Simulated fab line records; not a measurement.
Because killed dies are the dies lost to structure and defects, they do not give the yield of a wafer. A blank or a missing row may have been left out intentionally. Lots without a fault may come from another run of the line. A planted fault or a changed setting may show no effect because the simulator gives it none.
One fault seen from 2 desks :: flow sky130 :: each desk holds nothing but its own numbers, with what lay behind them at the end

== THE METROLOGY DESK ==
What the gauges read, lot by lot, whatever tool the lot ran on: means of the sampled wafers that have a number. The brackets show how far a lot's mean lies from the usual mean; more than 4 standard deviations puts the lot out of limits, marked OUT.
Columns: A = FIELD_ISO_CVD_24_THK at SKY_FIELD_ISO_THK_MEAS_25, usual 596 nm; B = cdNm at SKY_SONOS_ONO_CD_MEAS_13, usual 409.3 nm
lot: L381
first seen here: day 2 06:30
A: 599
B: 407.2

lot: L382
first seen here: day 2 15:02
A: 600
B: 408.7

lot: L384
first seen here: day 2 23:00
A: 587
B: 411.1

lot: L386
first seen here: day 3 10:32
A: 589
B: 410.1

lot: L388
first seen here: day 3 20:35
A: 597
B: 411.1

lot: L389
first seen here: day 4 00:25
A: 603
B: 410.9

lot: L391
first seen here: day 4 10:01
A: 597
B: 407.1

lot: L395
first seen here: day 5 09:17
A: 588
B: 408.0

lot: L399
first seen here: day 6 05:34
A: 601
B: 409.0

lot: L400
first seen here: day 6 10:41
A: 595
B: 410.0

lot: L401
first seen here: day 6 15:19
A: 587
B: 410.3

lot: L402
first seen here: day 6 22:16
A: 586
B: 410.6

lot: L403
first seen here: day 7 03:48
A: 597
B: 410.5

lot: L404
first seen here: day 7 12:11
A: 599
B: 406.6
Finding of this desk: none of the 14 lots has anything out of limits.

== FOR THE TOOL OWNER'S DESK: implanter-04 ==
SKY_SONOS_TUNNEL_IMPLANT_09, tool's own readings: per-lot mean of the sampled wafers with a number, covering each lot this tool ran. The brackets show how far a lot's mean lies from the usual mean; more than 4 standard deviations puts the lot out of limits, marked OUT.
Columns: A = beamEnergyKeV at SKY_SONOS_TUNNEL_IMPLANT_09, usual 20.000
lot: L381
first seen here: day 11 14:09
A: 19.999

lot: L388
first seen here: day 13 18:40
A: 20.007

lot: L389
first seen here: day 14 03:55
A: 20.001

lot: L391
first seen here: day 14 15:25
A: 21.271 (+99 or more) OUT

lot: L395
first seen here: day 16 01:43
A: 21.268 (+99 or more) OUT

lot: L404
first seen here: day 19 19:19
A: 20.006
This desk's verdict: out of limits on L391, L395, starting with L391 at day 14 15:25 (beamEnergyKeV at SKY_SONOS_TUNNEL_IMPLANT_09). L381, L388, L389, L404 stayed within limits.

== PUT TOGETHER ==
On L391, L395, at day 14 15:25, an alarm was possible from the tool owner's desk.
Metrology desk: nothing out of limits seen.
The metrology desk has L391, L395 on record, within its limits.
On implanter-04, each named lot ran SKY_SONOS_TUNNEL_IMPLANT_09.

== WHAT THE SIMULATOR PUT IN ==
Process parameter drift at SKY_SONOS_TUNNEL_IMPLANT_09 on implanter-04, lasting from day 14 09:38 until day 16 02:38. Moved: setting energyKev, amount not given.
Shown lots that were struck: L391, L395.
Each desk's first reading out of limits, in hours after the fault started: the tool owner's desk, 6.
